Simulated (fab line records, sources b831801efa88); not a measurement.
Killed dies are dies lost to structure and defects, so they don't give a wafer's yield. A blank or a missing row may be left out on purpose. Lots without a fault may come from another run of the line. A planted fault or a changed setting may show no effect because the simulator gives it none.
A struck lot beside a sound one | flow sky130 | 17 steps out of a route of 708
Sound: wafers L832.1, L832.4, L832.5. Struck: wafers L833.2, L833.3, L833.4. The cause comes at the end.
At each step with rows: each side's tool, then ch and its chambers, then its first start. Under that, the readings that differ: sound wafers | struck wafers | difference of the means | sigmas: that difference in standard deviations of wafers without a fault.
alike: readings whose means differ by less than 2 such deviations, and words and numbers that are the same on both sides. not compared: withheld readings, readings that some wafer has no value for, bounds like >300 that may hide the same value, and numbers for which the record gives no deviation and whose values overlap.
The two part at a step that has a row with sigmas, a row that says differs or no value, or rows on one side only. Numbers that don't overlap but have no deviation are shown without sigmas and don't part them. A reading that every wafer of one side lacks parts them only if that side has two wafers or more.

first, 1 step without rows for these wafers: SKY_VT_ADJUST_LVTN_IMPLANT_19.
SKY_VT_ADJUST_LVTN_STRIP_20: strips in O2/N2.
  sound on plasma_asher-04 ch 1, day 9 17:05; struck on plasma_asher-04 ch 0,1, day 9 23:40
  alike: drypump_motor_current_A, oes_product_au, strip_time_to_endpoint_s
  not compared: rf_hours_counter_h
SKY_VT_ADJUST_LVTN_TW_MEAS_21:
  sound on film_metro-04, day 9 17:11; struck on film_metro-02, day 9 23:46
  alike: VT_ADJUST_LVTN_2_TW
then, 7 steps without rows for these wafers: SKY_VT_ADJUST_NCORE_DEHYDRATE_00 (time 60 s); SKY_VT_ADJUST_NCORE_HMDS_01 (prime time 60 s); SKY_VT_ADJUST_NCORE_COAT_02 (resist thk 1140 nm); SKY_VT_ADJUST_NCORE_SOFTBAKE_03 (time 60 s); SKY_VT_ADJUST_NCORE_EXPOSE_04 (exposes mask LVTN COMPLEMENT THIN, target cd 380 nm); SKY_VT_ADJUST_NCORE_PEB_05; SKY_VT_ADJUST_NCORE_DEVELOP_06 (develop time 57.12 s).
SKY_VT_ADJUST_NCORE_CD_MEAS_07: target cd 380 nm.
  sound on cd_sem-01, day 10 15:20; struck on cd_sem-01, day 10 22:28
  alike: cd_nm
SKY_VT_ADJUST_NCORE_OVL_MEAS_08:
  sound on overlay-02, day 10 15:28; struck on overlay-02, day 10 22:34
  alike: VT_ADJUST_NCORE_OVL
SKY_VT_ADJUST_NCORE_IMPLANT_09:
  sound on implanter-03 ch 0, day 10 15:30; struck on implanter-02 ch 0, day 10 22:38
  reading            | sound                            | struck                        | difference | sigmas
  dose_ions_cm2      | 2.3993e+12 2.3978e+12 2.4007e+12 | 7.911e+11 7.908e+11 7.913e+11 | -1.608e+12 | -99 or more
  faraday_current_uA | 13.88 13.20 13.58                | 4.47 4.42 4.27                | -9.17      | -35
SKY_VT_ADJUST_NCORE_STRIP_10: strips in O2/N2.
  sound on plasma_asher-02 ch 0,1, day 10 15:39; struck on plasma_asher-04 ch 0,1, day 10 22:45
  reading                     | sound          | struck         | difference | sigmas
  drypump_motor_current_A (A) | 5.48 5.62 5.56 | 4.99 5.32 5.02 | -0.44      | -2
  alike: oes_product_au, strip_time_to_endpoint_s
  not compared: rf_hours_counter_h
SKY_VT_ADJUST_NCORE_TW_MEAS_11:
  sound on film_metro-02, day 10 15:45; struck on film_metro-02, day 10 22:52
  reading            | sound             | struck            | difference | sigmas
  VT_ADJUST_NCORE_TW | 218.9 219.0 218.5 | 160.5 159.9 159.7 | -58.8      | -42
then, 1 step without rows for these wafers: SKY_VT_ADJUST_HVTR_DEHYDRATE_00 (time 60 s).
-- the record jumps here: 37 days lie between the struck wafers' starts before and after (it left off in module VT_ADJUST_HVTR and takes up again in module PAD_OPEN, whose first step shown is number 708 of the route) --
SKY_PAD_OPEN_PROBE_99:
  sound on prober-02, day 47 17:16; struck on prober-01, day 47 23:13
  reading                                    | sound                         | struck                        | difference | sigmas
  model.etest.nfet_16v.r_on_ohm_um           | 1.41e+04 1.402e+04 1.418e+04  | 1.195e+04 1.188e+04 1.187e+04 | -2.200e+03 |
  model.etest.pfet_16v.r_on_ohm_um           | 1.515e+04 1.513e+04 1.509e+04 | 1.691e+04 1.672e+04 1.702e+04 | +1.760e+03 |
  model.etest.pfet_g5v0d10v5.r_on_ohm_um     | 4768 4753 4796                | 5607 5676 5629                | +865       |
  model.etest.tip_p.rs_ohm_sq                | 6834 6832 6897                | 7376 7363 7339                | +505       |
  model.etest.pfet_01v8.r_on_ohm_um          | 2966 2903 2958                | 3205 3188 3172                | +246       |
  model.etest.res_pwell_under_gate.rs_ohm_sq | 2277 2281 2284                | 2496 2521 2508                | +228       |
  model.etest.nfet_g5v0d10v5.r_on_ohm_um     | 1873 1862 1880                | 1698 1687 1676                | -185       |
  model.etest.tip_p_5v.rs_ohm_sq             | 2872 2884 2883                | 2978 2975 2974                | +96        |
  alike: killed_at_M0_to_M3, killed_at_M4_up, killed_at_contacts, killed_at_front_end, killed_at_other, killed_dies, killed_open, killed_short

WHERE THEY PART
First at SKY_VT_ADJUST_NCORE_IMPLANT_09; last, within this record, at SKY_VT_ADJUST_NCORE_TW_MEAS_11. Later steps at which nothing parts them and some readings are alike: SKY_PAD_OPEN_PROBE_99.

WHY: what the simulator had put in
Process parameter drift: implanter-02, from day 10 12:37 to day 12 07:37, at SKY_VT_ADJUST_NCORE_IMPLANT_09. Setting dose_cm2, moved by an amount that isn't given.
